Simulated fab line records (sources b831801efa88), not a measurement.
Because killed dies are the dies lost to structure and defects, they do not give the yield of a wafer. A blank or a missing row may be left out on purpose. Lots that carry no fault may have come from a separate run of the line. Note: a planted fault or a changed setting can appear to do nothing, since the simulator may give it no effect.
Which tool is to blame?	flow sfqLine	7 lots, 21 wafers sampled, at 1 step of a route of 325

== WHAT THE GAUGES READ, wafer by wafer ==
SFQ_M1_OVL_MEAS_911.
lot	measured	on	M1_OVL (nm)
L829	day 18 19:19	overlay-01	3 -3 -4
L832	day 19 01:20	overlay-02	0 1 1
L834	day 19 06:07	overlay-02	-2 -6 -7
L836	day 19 09:44	overlay-01	0 -1 -3
L839	day 19 18:41	overlay-01	4 7 10
L841	day 20 09:05	overlay-02	5 6 2
L846	day 22 07:33	overlay-02	5 -1 0

== WHAT TOOL EACH LOT RAN ON (gives the tool, then ch and the chambers of the sampled wafers, and finally the start) ==
The record holds no process step before these readings.

== THE ANSWER, worked out from the rows above alone ==
Rule: the lots themselves supply what counts as usual. The widest of any qualifying gaps counts: lots, ordered by their means at a reading, are off when they make up no more than a third of the lots, leave a main group of 4 or more, and stand apart from it by 3 or more times the standard deviation of that group's means. Not used: any main group whose means are identical at the precision the tables above print for the reading. Also off: a lot with no number at a reading for which 4 or more lots have one. Where the step has rows for the other lots, those lots are counted as sound.
Across all readings shown, no lot is off: no conclusion can be drawn from this.

== WHAT THE SIMULATOR HAD PUT IN ==
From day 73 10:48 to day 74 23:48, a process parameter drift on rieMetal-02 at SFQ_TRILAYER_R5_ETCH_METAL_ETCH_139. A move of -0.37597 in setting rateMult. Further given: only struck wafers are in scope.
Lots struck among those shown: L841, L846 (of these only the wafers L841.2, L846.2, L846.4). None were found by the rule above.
